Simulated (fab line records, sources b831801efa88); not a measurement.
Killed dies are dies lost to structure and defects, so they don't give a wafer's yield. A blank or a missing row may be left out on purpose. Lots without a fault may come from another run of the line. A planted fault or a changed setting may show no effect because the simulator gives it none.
A struck lot beside a sound one | flow sky130 | 15 steps out of a route of 708
Sound: wafers L691.1, L691.4, L691.5. Struck: wafers L698.2, L698.5, L698.6. The cause comes at the end.
At each step with rows: each side's tool, then ch and its chambers, then its first start. Under that, the readings that differ: sound wafers | struck wafers | difference of the means | sigmas: that difference in standard deviations of wafers without a fault.
alike: readings whose means differ by less than 2 such deviations, and words and numbers that are the same on both sides. not compared: withheld readings, readings that some wafer has no value for, bounds like >300 that may hide the same value, and numbers for which the record gives no deviation and whose values overlap.
The two part at a step that has a row with sigmas, a row that says differs or no value, or rows on one side only. Numbers that don't overlap but have no deviation are shown without sigmas and don't part them. A reading that every wafer of one side lacks parts them only if that side has two wafers or more.

SKY_NWELL_RS_MEAS_29: measures by four-point-probe.
  sound on film_metro-04, day 8 01:52; struck on film_metro-03, day 10 05:51
  alike: NWELL_RS
SKY_NWELL_RS_MEAS_31: measures by four-point-probe.
  sound on film_metro-04, day 8 02:06; struck on film_metro-03, day 10 06:05
  alike: PWDE_RS
then, 7 steps without rows for these wafers: SKY_VT_ADJUST_HVTP_DEHYDRATE_00 (time 60 s); SKY_VT_ADJUST_HVTP_HMDS_01 (prime time 60 s); SKY_VT_ADJUST_HVTP_COAT_02 (resist thk 1140 nm); SKY_VT_ADJUST_HVTP_SOFTBAKE_03 (time 60 s); SKY_VT_ADJUST_HVTP_EXPOSE_04 (exposes mask HVTPM, target cd 380 nm); SKY_VT_ADJUST_HVTP_PEB_05; SKY_VT_ADJUST_HVTP_DEVELOP_06 (develop time 59.14 s).
SKY_VT_ADJUST_HVTP_CD_MEAS_07: target cd 380 nm.
  sound on cd_sem-01, day 8 22:49; struck on cd_sem-01, day 11 04:47
  alike: cd_nm
SKY_VT_ADJUST_HVTP_OVL_MEAS_08:
  sound on overlay-01, day 8 22:56; struck on overlay-01, day 11 04:53
  alike: VT_ADJUST_HVTP_OVL
SKY_VT_ADJUST_HVTP_IMPLANT_09:
  sound on implanter-02 ch 0, day 8 22:58; struck on implanter-02 ch 0, day 11 04:56
  alike: dose_ions_cm2
SKY_VT_ADJUST_HVTP_STRIP_10: strips in O2/N2.
  sound on plasma_asher-04 ch 0,1, day 8 23:07; struck on plasma_asher-04 ch 0,1, day 11 05:04
  alike: drypump_motor_current_A, oes_product_au, strip_time_to_endpoint_s
  not compared: rf_hours_counter_h
SKY_VT_ADJUST_HVTP_TW_MEAS_11:
  sound on film_metro-02, day 8 23:13; struck on film_metro-04, day 11 05:11
  reading           | sound          | struck         | difference | sigmas
  VT_ADJUST_HVTP_TW | 1345 1361 1355 | 1292 1291 1297 | -60        | -3
then, 1 step without rows for these wafers: SKY_VT_ADJUST_LVTN_DEHYDRATE_00 (time 60 s).

WHERE THEY PART
Only at SKY_VT_ADJUST_HVTP_TW_MEAS_11, within this record.

WHY: what the simulator had put in
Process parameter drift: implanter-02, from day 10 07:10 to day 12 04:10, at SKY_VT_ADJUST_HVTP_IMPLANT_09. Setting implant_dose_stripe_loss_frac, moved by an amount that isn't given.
